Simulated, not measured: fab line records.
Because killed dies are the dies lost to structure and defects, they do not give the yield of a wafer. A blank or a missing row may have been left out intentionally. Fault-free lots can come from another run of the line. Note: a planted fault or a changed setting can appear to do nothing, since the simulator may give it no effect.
Matching of chambers	flow sky130	4 sister chambers for SKY_LI_CONTACT_CMP_24 on cmp-02
The step polishes, stops on PSG, t overpolish 20 s, target thk 0 nm. 4 wafers are shown with their chamber, then 7 later ones without.

== EACH WAFER AND ITS CHAMBER ==
wafer	chamber	motor current A (A)
L489.4	3	9.2
L489.5	0	10.0
L490.3	2	12.3
L490.4	1	12.4

== WAFERS MISSING THEIR CHAMBER ==
wafer	motor current A (A)
L490.6	10.3
L492.1	12.6
L492.2	9.6
L492.4	12.1
L493.2	12.0
L493.4	12.2
L493.6	10.5

== THE CHAMBER EACH PASSED THROUGH ==
wafer	from the rows above	in truth
L490.6	0	0
L492.1	can't be placed: 1 or 2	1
L492.2	can't be placed: 0 or 3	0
L492.4	can't be placed: 2 or 1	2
L493.2	can't be placed: 2 or 1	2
L493.4	can't be placed: 2 or 1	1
L493.6	0	0
2 of 7 placed correctly. Can't be placed from these rows: 5 (the true chamber is among the candidates in 5). 0 placed wrongly.
How it was worked out, from the rows above alone: a wafer's distance from a chamber is the root of the sum, over the readings, of the square of ((its reading less the chamber's mean) divided by the reading's scatter). The wafer belongs to the nearest chamber; if the next one is less than 2 further off, it can't be placed. For every chamber, the mean is computed from those of its wafers that are shown. The scatter: root of mean squared gap, hidden wafer to nearest shown wafer, with one shown wafer a chamber.
